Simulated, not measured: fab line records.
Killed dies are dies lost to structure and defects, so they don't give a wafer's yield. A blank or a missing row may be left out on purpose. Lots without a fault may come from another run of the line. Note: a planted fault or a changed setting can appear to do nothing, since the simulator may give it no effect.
A single fault, viewed from 2 desks -- flow sky130 -- only its own numbers are on each desk; what lay behind them is given at the end

THE METROLOGY DESK
What the gauges read for every lot (on any tool): the sampled wafers with a number, averaged. Any lot whose mean is over 4 standard deviations away from the usual mean is out of limits and marked OUT; that distance is given in the brackets.
Columns: A = LOCAL_INTERCONNECT_TIN_THK at SKY_LOCAL_INTERCONNECT_THK_MEAS_02, usual 100.3 nm; B = cd nm at SKY_LOCAL_INTERCONNECT_CD_MEAS_11, usual 169.9 nm; C = LOCAL_INTERCONNECT_OVL at SKY_LOCAL_INTERCONNECT_OVL_MEAS_12, usual 1 nm
lot,first seen here,A,B,C
L382,day 30 16:01,97.5,170.8,-6
L383,day 31 03:17,97.6,171.3,-5
L386,day 32 06:21,100.7,171.6,-8
L388,day 32 16:58,101.2,167.1,2
L396,day 35 02:47,100.4,168.1,-3
L399,day 36 08:00,102.4,167.2,-2
This desk's finding: nothing out of limits on any of the 6 lots.

FOR THE TOOL OWNER'S DESK: rie metal-03
The tool's own readings at SKY_LOCAL_INTERCONNECT_METAL_ETCH_14 (etches TiN in Cl2/BCl3, stops on PSG, target depth 110 nm, time 31.4 s): means of the sampled wafers that have a number, for each lot that ran on this tool. Any lot whose mean is over 4 standard deviations away from the usual mean is out of limits and marked OUT; that distance is given in the brackets.
Columns: A = bias w at SKY_LOCAL_INTERCONNECT_METAL_ETCH_14, usual 48.52 W; B = chamber pressure mTorr at SKY_LOCAL_INTERCONNECT_METAL_ETCH_14, usual 10.000 mTorr; C = drypump motor current A at SKY_LOCAL_INTERCONNECT_METAL_ETCH_14, usual 5.8 A; D = oes product au at SKY_LOCAL_INTERCONNECT_METAL_ETCH_14, usual 0.944 a.u.; E = rf fwd power W at SKY_LOCAL_INTERCONNECT_METAL_ETCH_14, usual 887 W; F = throttle valve pct at SKY_LOCAL_INTERCONNECT_METAL_ETCH_14, usual 21.899 %
lot,first seen here,A,B,C,D,E,F
L383,day 32 06:11,54.07 (+46) OUT,9.993,5.6,0.929,889,21.904
L388,day 33 20:06,65.27 (+99 or more) OUT,9.998,5.5,0.947,892,21.884
L399,day 37 10:19,48.44,10.003,5.5,0.958,887,21.885
Finding of this desk: L383, L388 out of limits; the first was L383 at day 32 06:11, on bias w at SKY_LOCAL_INTERCONNECT_METAL_ETCH_14. L399 stayed within limits.

ALL TOGETHER
The tool owner's desk had the chance to raise an alarm at day 32 06:11 on L383, L388.
From the metrology desk's view, nothing was out of limits.
The metrology desk has L383, L388 on record, within its limits.
The lots listed all ran SKY_LOCAL_INTERCONNECT_METAL_ETCH_14 on rie metal-03.

WHAT WAS PUT IN BY THE SIMULATOR
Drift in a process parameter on rie metal-03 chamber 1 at SKY_LOCAL_INTERCONNECT_METAL_ETCH_14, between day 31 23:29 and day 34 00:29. A move of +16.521 in setting bias w, from 48.5. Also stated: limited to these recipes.
Struck lots among those shown: L383, L388.
Time in hours from fault onset to the first out-of-limits reading at each desk: the tool owner's desk, 7.
